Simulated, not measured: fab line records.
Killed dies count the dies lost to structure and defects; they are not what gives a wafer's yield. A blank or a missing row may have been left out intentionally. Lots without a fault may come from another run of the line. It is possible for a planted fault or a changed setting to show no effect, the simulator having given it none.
Problem report, 8D (eight disciplines) form, completed by code ; flow sfq line ; the parts of the form that need people (team, actions taken, sign-off) are left out

1. WHAT IS WRONG
thk nm at SFQ_TRILAYER_I0_METRO_MEASURE_029 reads a mean of 215.1 nm on 2 wafers of 2 lots; wafers without a fault read 200.0 nm with a standard deviation of 1.2. Measured from the usual mean, that is +13 standard deviations.
The first sign was on wafer L985.1 at day 14 09:43, on film metro-01. The record has a number at this step for 42 wafers belonging to 14 lots. The rule behind "out" and "out of limits": a value lying over 4 standard deviations away from the usual mean. All remaining wafers that have a number are taken as sound.

2. WHAT THIS IS AND IS NOT
question;is;is not
which readings at this step;thk nm;-
which lots;L985, L986;L100, L977, L980, L981, L982, L983, L993, L994, L996, L997, L998, L999
which wafers of those lots;L985.1, L986.1;L985.3, L985.4, L986.2, L986.3
read on which tools;film metro-01, film metro-02;film metro-04
when;from day 14 09:43;"up to then (17 sound wafers); but 23 sound wafers of L100, L986, L993, L994, L996, L997, L998, L999 came after"

3. WHAT RULES OUT EACH SUSPECT
Counting: any tool at a process step up to the reading remains a suspect provided it ran every lot that is out. Sound lots after the first of them don't rule it out here, since some wafers of a struck lot are sound.
- cmp-02 at SFQ_TRILAYER_I0_CMP_CMP_028 (polishes SiO2): kept. It processed each lot that is out (first: L985, day 14 06:35); up to then, its last sound lot is L983 (day 13 17:28).
- In cmp-02 at SFQ_TRILAYER_I0_CMP_CMP_028, the wafers that are out were processed in chamber 1 and their sound lot-mates in chambers 0, 2, 3.
After counting, what remains is cmp-02 at SFQ_TRILAYER_I0_CMP_CMP_028.

4. THE CAUSE (what the simulator had put in)
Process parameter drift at SFQ_TRILAYER_I0_CMP_CMP_028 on cmp-02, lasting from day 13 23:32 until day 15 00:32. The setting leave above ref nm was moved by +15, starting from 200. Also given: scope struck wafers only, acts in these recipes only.
This tool alone remained once counting was done.

5. SEQUENCE OF EFFECTS, ordered by route
One row per reading whose mean, taken over the struck wafers that have a number, lies over 3 standard deviations from the usual. Only readings whose record carries a usual standard deviation are examined. hours: median over the lots of the time between each lot's start at the first step of this table that gives one and its start at this step. sigmas: the change, counted in usual standard deviations.
hours;step;reading;usual;on struck wafers;change;sigmas
0;SFQ_TRILAYER_I0_METRO_MEASURE_029;thk nm;200.0 nm;215.1;+15.1;+13
138;SFQ_TRILAYER_I0_VIA_ETCH_VIA_ETCH_034;oes product au;0.855 a.u.;0.891;+0.036;+6.3
It contains these process steps:
- SFQ_TRILAYER_I0_METRO_MEASURE_029
- SFQ_TRILAYER_I0_VIA_ETCH_VIA_ETCH_034: etches SiO2 in CHF3, stops on Nb, target depth 260 nm.
At these later measuring or inspecting steps, every struck wafer for which the step has a row has a number for every such reading, and none has moved that far: SFQ_M3_RS_MEAS_919.

6. WHAT WOULD HAVE CAUGHT IT SOONER
First out-of-limits reading in this record: day 14 09:43, which is 10 hours after fault onset at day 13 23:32.
Of the tool readings at SFQ_TRILAYER_I0_CMP_CMP_028 for which the record gives a usual standard deviation, none was out on any struck wafer, so an alarm limit of 4 standard deviations on them would not have fired.
Among the 2 lots that are out, L986 began SFQ_TRILAYER_I0_CMP_CMP_028 on cmp-02 after day 14 09:43. Holding the tool at that time would have saved it.
